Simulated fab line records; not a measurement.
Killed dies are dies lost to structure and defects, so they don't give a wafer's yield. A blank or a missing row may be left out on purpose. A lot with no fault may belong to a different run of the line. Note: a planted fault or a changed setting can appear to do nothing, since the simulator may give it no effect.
What tool caused it?	flow sky130	7 lots (21 wafers sampled), 1 step of a 708-step route

WHAT THE GAUGES SHOWED, per wafer
SKY_VT_ADJUST_LVTN_TW_MEAS_21.
lot	measured	on	VT_ADJUST_LVTN_2_TW
L980	day 8 07:34	filmMetro-04	187.1 187.4 188.3
L982	day 8 18:29	filmMetro-02	185.0 184.2 184.6
L987	day 10 11:41	filmMetro-04	188.1 186.9 187.4
L990	day 11 02:13	filmMetro-02	186.1 187.9 185.3
L993	day 12 02:59	filmMetro-04	187.0 187.1 188.0
L995	day 12 20:19	filmMetro-04	188.2 188.8 187.9
L101	day 14 07:21	filmMetro-02	185.4 184.4 185.7

WHICH TOOL RAN EACH LOT (tool, then ch and the chambers of the sampled wafers, then the start)
The record shows no process step preceding these readings.

THE ANSWER, worked out from the rows above alone
Rule: usual is defined by the lots themselves. The widest of any qualifying gaps counts: lots, ordered by their means at a reading, are off when they make up no more than a third of the lots, leave a main group of 4 or more, and stand apart from it by 3 or more times the standard deviation of that group's means. Not used: any main group whose means are identical at the precision the tables above print for the reading. Also off: a lot with no number at a reading for which 4 or more lots have one. The other lots that the step has rows for count as sound.
No lot is off on any of the readings shown, so nothing can be concluded from this.

WHAT THE SIMULATOR HAD INSERTED
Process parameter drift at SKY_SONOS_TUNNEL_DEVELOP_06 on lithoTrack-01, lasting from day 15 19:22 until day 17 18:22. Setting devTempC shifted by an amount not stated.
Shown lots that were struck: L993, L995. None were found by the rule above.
